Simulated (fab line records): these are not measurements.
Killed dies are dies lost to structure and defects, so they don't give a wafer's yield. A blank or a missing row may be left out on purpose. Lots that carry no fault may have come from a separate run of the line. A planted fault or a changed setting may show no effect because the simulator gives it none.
2 desks, one fault -- flow sfq_line -- each desk holds nothing but its own numbers, with what lay behind them at the end

THE TOOL OWNER'S DESK: pvd_sputter-03
The tool's own readings at SFQ_TRILAYER_M0_DEP_SPUTTER_019 (material Nb, target thk 200 nm, time 133.3 s): means of the sampled wafers that have a number, for each lot that ran on this tool. The brackets show how far a lot's mean lies from the usual mean; more than 4 standard deviations puts the lot out of limits, marked OUT.
Columns: A = throttle_valve_pct at SFQ_TRILAYER_M0_DEP_SPUTTER_019, usual 30.0 %
lot,first seen here,A
L451,day 6 02:00,29.9
L453,day 6 12:48,29.1
L458,day 8 01:51,30.1
L464,day 9 07:50,30.7
L467,day 10 07:50,29.7
L468,day 10 13:38,30.1
This desk found nothing out of limits on any of the 6 lots.

FROM THE METROLOGY DESK
Lot by lot, what the gauges showed, no matter which tool ran the lot: averages of those sampled wafers that carry a number. The brackets show how far a lot's mean lies from the usual mean; more than 4 standard deviations puts the lot out of limits, marked OUT.
Columns: A = M0_NB_RS at SFQ_M0_RS_MEAS_904, usual 0.911 ohm/sq; B = I3_OVL at SFQ_I3_OVL_MEAS_923, usual -2 nm
lot,first seen here,A,B
L448,day 5 06:55,0.928,3
L450,day 5 18:56,0.908,-2
L451,day 6 02:05,0.909,1
L452,day 6 06:56,0.911,-2
L453,day 6 12:53,0.904,-7
L454,day 7 01:11,0.908,-1
L455,day 7 07:59,0.910,-12
L456,day 7 12:43,0.912,-1
L458,day 8 01:59,0.921,2
L460,day 8 12:44,0.901,-1
L461,day 8 17:31,0.918,-6
L464,day 9 07:58,0.907,-2
L467,day 10 07:56,0.759 (-17) OUT,-3
L468,day 10 13:46,0.755 (-18) OUT,1
Per this desk, out of limits: L467, L468; the first was L467, day 10 07:56 (M0_NB_RS at SFQ_M0_RS_MEAS_904). In limits: L448, L450, L451, L452, L453, L454, L455, L456, L458, L460, L461, L464.

BROUGHT TOGETHER
L467, L468 would have let the metrology desk raise an alarm at day 10 07:56.
The desk of the tool owner found nothing out of limits.
The tool owner's desk has L467, L468 on record, within its limits.
The lots listed all ran SFQ_TRILAYER_M0_DEP_SPUTTER_019 on pvd_sputter-03.

WHAT THE SIMULATOR PUT IN
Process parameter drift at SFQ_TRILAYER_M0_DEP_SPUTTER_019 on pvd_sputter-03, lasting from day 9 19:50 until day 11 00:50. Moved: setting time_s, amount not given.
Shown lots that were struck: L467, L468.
Delay in hours, fault start to first out-of-limits reading, per desk: metrology desk 12.
